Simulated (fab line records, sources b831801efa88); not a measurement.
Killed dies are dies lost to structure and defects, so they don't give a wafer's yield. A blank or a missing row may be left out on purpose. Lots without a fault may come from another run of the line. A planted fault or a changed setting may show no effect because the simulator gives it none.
Which tool did it? | flow sky130 | 15 lots, 45 wafers sampled, at 5 steps of a route of 708

WHAT THE GAUGES READ, wafer by wafer
SKY_METAL5_THK_MEAS_06: measures by xrf.
lot  | measured     | on            | METAL5_ALCU_THK (nm)
L471 | day 43 08:02 | film_metro-02 | 1137 1149 1153
L472 | day 43 11:50 | film_metro-03 | 1140 1152 1141
L473 | day 43 14:02 | film_metro-03 | 1142 1127 1126
L477 | day 44 12:48 | film_metro-03 | 1163 1148 1153
L476 | day 44 14:31 | film_metro-02 | 1146 1144 1146
L478 | day 44 18:28 | film_metro-02 | 1169 1179 1166
L479 | day 45 00:44 | film_metro-04 | 1158 1151 1154
L480 | day 45 11:41 | film_metro-02 | 1146 1131 1145
L481 | day 45 18:42 | film_metro-04 | 1169 1160 1164
L483 | day 46 08:12 | film_metro-04 | 1161 1159 1147
L484 | day 46 14:32 | film_metro-03 | 1152 1148 1160
L489 | day 47 17:25 | film_metro-02 | 1374 1368 1378
L490 | day 48 01:08 | film_metro-03 | 1354 1342 1336
L491 | day 48 02:20 | film_metro-03 | 1330 1356 1344
L494 | day 48 17:40 | film_metro-04 | 1173 1201 1190

WHICH TOOL RAN EACH LOT (tool, then ch and the chambers of the sampled wafers, then the start)
lot  | SKY_VIA3_STRIP_16                    | SKY_VIA3_CMP_24               | SKY_METAL5_SPUTTER_01        | SKY_METAL5_SPUTTER_04
L471 | plasma_asher-03 ch 1, day 40 03:20   | cmp-02 ch 0,3, day 40 04:17   | pvd_sputter-04, day 43 07:46 | pvd_sputter-04, day 43 07:52
L472 | plasma_asher-01 ch 0,1, day 40 07:47 | cmp-01 ch 1,2,3, day 40 08:47 | pvd_sputter-02, day 43 11:34 | pvd_sputter-02, day 43 11:40
L473 | plasma_asher-03 ch 0,1, day 40 09:23 | cmp-01 ch 1,2,3, day 40 10:20 | pvd_sputter-04, day 43 13:46 | pvd_sputter-04, day 43 13:52
L477 | plasma_asher-03 ch 0,1, day 41 09:48 | cmp-01 ch 1,2, day 41 10:51   | pvd_sputter-02, day 44 12:32 | pvd_sputter-02, day 44 12:37
L476 | plasma_asher-03 ch 0,1, day 41 11:53 | cmp-02 ch 0,3, day 41 12:54   | pvd_sputter-04, day 44 14:15 | pvd_sputter-04, day 44 14:21
L478 | plasma_asher-02 ch 0,1, day 41 16:58 | cmp-01 ch 0,3, day 41 17:53   | pvd_sputter-04, day 44 18:11 | pvd_sputter-04, day 44 18:17
L479 | plasma_asher-03 ch 0,1, day 42 00:16 | cmp-02 ch 0,1, day 42 01:14   | pvd_sputter-04, day 45 00:28 | pvd_sputter-04, day 45 00:33
L480 | plasma_asher-03 ch 0,1, day 42 09:41 | cmp-02 ch 0,1,3, day 42 10:46 | pvd_sputter-04, day 45 11:25 | pvd_sputter-04, day 45 11:31
L481 | plasma_asher-03 ch 0,1, day 42 18:35 | cmp-01 ch 0,1,3, day 42 19:34 | pvd_sputter-02, day 45 18:26 | pvd_sputter-02, day 45 18:32
L483 | plasma_asher-01 ch 0,1, day 43 09:52 | cmp-02 ch 0,2, day 43 10:48   | pvd_sputter-04, day 46 07:55 | pvd_sputter-04, day 46 08:01
L484 | plasma_asher-01 ch 0,1, day 43 15:38 | cmp-02 ch 1,2,3, day 43 16:57 | pvd_sputter-04, day 46 14:16 | pvd_sputter-04, day 46 14:22
L489 | plasma_asher-02 ch 0,1, day 44 21:56 | cmp-02 ch 1,2, day 44 22:55   | pvd_sputter-01, day 47 17:09 | pvd_sputter-01, day 47 17:14
L490 | plasma_asher-03 ch 0,1, day 45 06:37 | cmp-01 ch 1,2,3, day 45 07:41 | pvd_sputter-04, day 48 00:50 | pvd_sputter-04, day 48 00:56
L491 | plasma_asher-03 ch 0, day 45 08:11   | cmp-01 ch 0,1, day 45 09:08   | pvd_sputter-02, day 48 02:04 | pvd_sputter-02, day 48 02:10
L494 | plasma_asher-03 ch 0,1, day 46 01:47 | cmp-02 ch 0,1,2, day 46 02:47 | pvd_sputter-01, day 48 17:24 | pvd_sputter-01, day 48 17:30
- SKY_VIA3_STRIP_16: strips in O2/N2.
- SKY_VIA3_CMP_24: polishes, stops on SiO2, t overpolish 20 s, target thk 0 nm.
- SKY_METAL5_SPUTTER_01: material TiN, target thk 20 nm, time 16.7 s.
- SKY_METAL5_SPUTTER_04: material TiN, target thk 70 nm, time 58.3 s.

WHAT THE TOOLS THEMSELVES READ (means of the sampled wafers that have a number; where no wafer has one, the mark that the record gives instead)
SKY_VIA3_STRIP_16.
lot  | tool            | drypump_motor_current_A (A) | oes_product_au (a.u.) | strip_time_to_endpoint_s (s)
L471 | plasma_asher-03 | 5.3                         | 0.403                 | 4.118
L472 | plasma_asher-01 | 6.1                         | 0.398                 | 4.111
L473 | plasma_asher-03 | 5.2                         | 0.404                 | 4.127
L477 | plasma_asher-03 | 5.2                         | 0.406                 | 4.158
L476 | plasma_asher-03 | 5.2                         | 0.398                 | 4.139
L478 | plasma_asher-02 | 4.9                         | 0.398                 | 4.136
L479 | plasma_asher-03 | 5.3                         | 0.406                 | 4.103
L480 | plasma_asher-03 | 5.2                         | 0.400                 | 4.156
L481 | plasma_asher-03 | 5.2                         | 0.405                 | 4.161
L483 | plasma_asher-01 | 6.1                         | 0.405                 | 4.135
L484 | plasma_asher-01 | 6.1                         | 0.400                 | 4.116
L489 | plasma_asher-02 | 4.8                         | 0.405                 | 4.144
L490 | plasma_asher-03 | 5.2                         | 0.405                 | 4.176
L491 | plasma_asher-03 | 5.1                         | 0.402                 | 4.157
L494 | plasma_asher-03 | 5.2                         | 0.402                 | 4.101

SKY_VIA3_CMP_24.
lot  | tool   | motor_current_A (A) | overpolish_run_s (s) | time_to_endpoint_s (s)
L471 | cmp-02 | 10.2                | 20.003               | 95
L472 | cmp-01 | 11.5                | 19.999               | 94
L473 | cmp-01 | 11.6                | 20.003               | 95
L477 | cmp-01 | 11.0                | 20.000               | 98
L476 | cmp-02 | 10.2                | 20.001               | 92
L478 | cmp-01 | 10.2                | 20.007               | 98
L479 | cmp-02 | 10.1                | 19.999               | 89
L480 | cmp-02 | 10.0                | 19.999               | 91
L481 | cmp-01 | 11.1                | 19.999               | 95
L483 | cmp-02 | 10.4                | 20.005               | 92
L484 | cmp-02 | 11.0                | 19.999               | 94
L489 | cmp-02 | 11.2                | 20.000               | 100
L490 | cmp-01 | 11.1                | 19.999               | 90
L491 | cmp-01 | 10.8                | 20.008               | 91
L494 | cmp-02 | 10.3                | 20.004               | 94

SKY_METAL5_SPUTTER_01.
lot  | tool           | cathode_dc_power_W (W) | chamber_pressure_pa (Pa) | throttle_valve_pct (%)
L471 | pvd_sputter-04 | 6498.9                 | 0.3989                   | 31.0
L472 | pvd_sputter-02 | 6499.7                 | 0.3998                   | 28.7
L473 | pvd_sputter-04 | 6500.3                 | 0.4001                   | 31.5
L477 | pvd_sputter-02 | 6499.5                 | 0.3996                   | 28.8
L476 | pvd_sputter-04 | 6501.2                 | 0.4006                   | 30.7
L478 | pvd_sputter-04 | 6499.9                 | 0.3987                   | 30.1
L479 | pvd_sputter-04 | 6500.0                 | 0.4006                   | 31.4
L480 | pvd_sputter-04 | 6499.3                 | 0.3991                   | 31.0
L481 | pvd_sputter-02 | 6500.6                 | 0.3999                   | 29.9
L483 | pvd_sputter-04 | 6499.9                 | 0.4001                   | 31.6
L484 | pvd_sputter-04 | 6500.1                 | 0.3995                   | 30.5
L489 | pvd_sputter-01 | 6499.7                 | 0.3990                   | 30.8
L490 | pvd_sputter-04 | 6500.5                 | 0.4005                   | 31.3
L491 | pvd_sputter-02 | 6500.2                 | 0.3998                   | 28.9
L494 | pvd_sputter-01 | 6499.8                 | 0.3995                   | 31.3

SKY_METAL5_SPUTTER_04.
lot  | tool           | cathode_dc_power_W (W) | chamber_pressure_pa (Pa) | throttle_valve_pct (%)
L471 | pvd_sputter-04 | 6500.0                 | 0.3998                   | 31.0
L472 | pvd_sputter-02 | 6500.2                 | 0.4003                   | 28.8
L473 | pvd_sputter-04 | 6500.3                 | 0.4001                   | 31.4
L477 | pvd_sputter-02 | 6500.6                 | 0.4001                   | 28.8
L476 | pvd_sputter-04 | 6500.2                 | 0.4002                   | 30.7
L478 | pvd_sputter-04 | 6500.8                 | 0.4003                   | 30.1
L479 | pvd_sputter-04 | 6499.6                 | 0.3994                   | 31.2
L480 | pvd_sputter-04 | 6500.4                 | 0.4000                   | 30.8
L481 | pvd_sputter-02 | 6499.6                 | 0.4001                   | 29.8
L483 | pvd_sputter-04 | 6499.6                 | 0.3996                   | 31.4
L484 | pvd_sputter-04 | 6499.3                 | 0.4000                   | 30.7
L489 | pvd_sputter-01 | -                      | -                        | -
L490 | pvd_sputter-04 | -                      | -                        | -
L491 | pvd_sputter-02 | -                      | -                        | -
L494 | pvd_sputter-01 | 6500.6                 | 0.3996                   | 31.5

THE ANSWER, worked out from the rows above alone
Rule: what is usual is taken from the lots themselves. Put in order of their means at a reading, lots are off if they are a third of the lots or fewer, leave a main group of 4 or more, and stand apart from it by a gap of 3 or more times the standard deviation of the main group's means; of several such gaps the widest counts. A main group whose means are all the same, to the digits that the tables above print for the reading, isn't used. A lot without any number at a reading at which 4 lots or more have one is off too. The other lots that the step has rows for count as sound. The gauges are gone through in route order, then the tools' own readings, and for those a lot's mean is taken as printed above. The first step at which some lot is off is used, and at that step the reading that is off furthest; a lot without a number counts as furthest.
Off: L489, L490, L491, at SKY_METAL5_THK_MEAS_06 (METAL5_ALCU_THK). The main group: mean 1154 nm, standard deviation 14.
A tool fits if, at a process step before that reading, it ran every lot that is off, and no sound lot after the first of them. The gauges at SKY_METAL5_THK_MEAS_06 aren't tried: what is off there is off at SKY_METAL5_SPUTTER_04 too, on other tools, and a gauge's error can't cause that. None of those tried fits.

WHAT THE SIMULATOR HAD PUT IN
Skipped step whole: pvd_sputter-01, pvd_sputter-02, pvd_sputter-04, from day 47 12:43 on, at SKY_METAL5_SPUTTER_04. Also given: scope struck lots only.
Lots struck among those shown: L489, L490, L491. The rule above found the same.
